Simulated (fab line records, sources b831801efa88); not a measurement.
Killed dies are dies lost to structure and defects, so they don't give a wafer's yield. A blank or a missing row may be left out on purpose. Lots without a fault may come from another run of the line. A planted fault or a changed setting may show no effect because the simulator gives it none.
Which tool did it? | flow gf180mcu | 13 lots, 39 wafers sampled, at 1 step of a route of 602

WHAT THE GAUGES READ, wafer by wafer
GF_SALICIDE_THK_MEAS_05: measures by xrf. Usual: SALICIDE_TIN_THK 19.86 nm, standard deviation 0.25.
lot  | measured     | on            | SALICIDE_TIN_THK (nm) | flag
L747 | day 15 04:16 | film_metro-01 | 19.66 19.43 19.77     |
L749 | day 15 21:30 | film_metro-01 | 19.53 19.46 19.75     |
L750 | day 16 09:48 | film_metro-02 | 20.50 20.25 20.16     |
L751 | day 16 16:41 | film_metro-02 | 19.50 19.84 19.58     |
L754 | day 17 21:52 | film_metro-02 | 19.87 20.13 19.97     |
L756 | day 18 18:58 | film_metro-01 | 19.94 19.63 19.87     |
L762 | day 20 19:04 | film_metro-04 | 19.96 19.95 19.91     |
L763 | day 20 23:56 | film_metro-01 | 19.70 19.59 19.71     |
L765 | day 21 13:59 | film_metro-01 | 20.09 20.39 20.10     |
L766 | day 22 00:17 | film_metro-02 | 20.20 20.04 19.84     |
L768 | day 22 16:35 | film_metro-01 | 20.05 20.00 19.67     |
L769 | day 22 20:47 | film_metro-04 | 19.64 19.90 19.52     |
L770 | day 23 06:05 | film_metro-02 | 19.81 19.61 19.76     |

WHICH TOOL RAN EACH LOT (tool, then ch and the chambers of the sampled wafers, then the start)
The record holds no process step before these readings.

WHAT THE TOOLS THEMSELVES READ (means of the sampled wafers that have a number; where no wafer has one, the mark that the record gives instead)
The record holds no such reading with a usual standard deviation.

THE ANSWER, worked out from the rows above alone
Rule: a lot is off if the mean of its wafers that have a number lies more than 3 standard deviations from the usual mean. A lot without any number at a reading at which 4 lots or more have one is off too. The other lots that the step has rows for count as sound. The gauges are gone through in route order, then the tools' own readings, and for those a lot's mean is taken as printed above. The first step at which some lot is off is used, and at that step the reading that is off furthest; a lot without a number counts as furthest.
No lot is off at any reading shown: from this, nothing can be told.

WHAT THE SIMULATOR HAD PUT IN
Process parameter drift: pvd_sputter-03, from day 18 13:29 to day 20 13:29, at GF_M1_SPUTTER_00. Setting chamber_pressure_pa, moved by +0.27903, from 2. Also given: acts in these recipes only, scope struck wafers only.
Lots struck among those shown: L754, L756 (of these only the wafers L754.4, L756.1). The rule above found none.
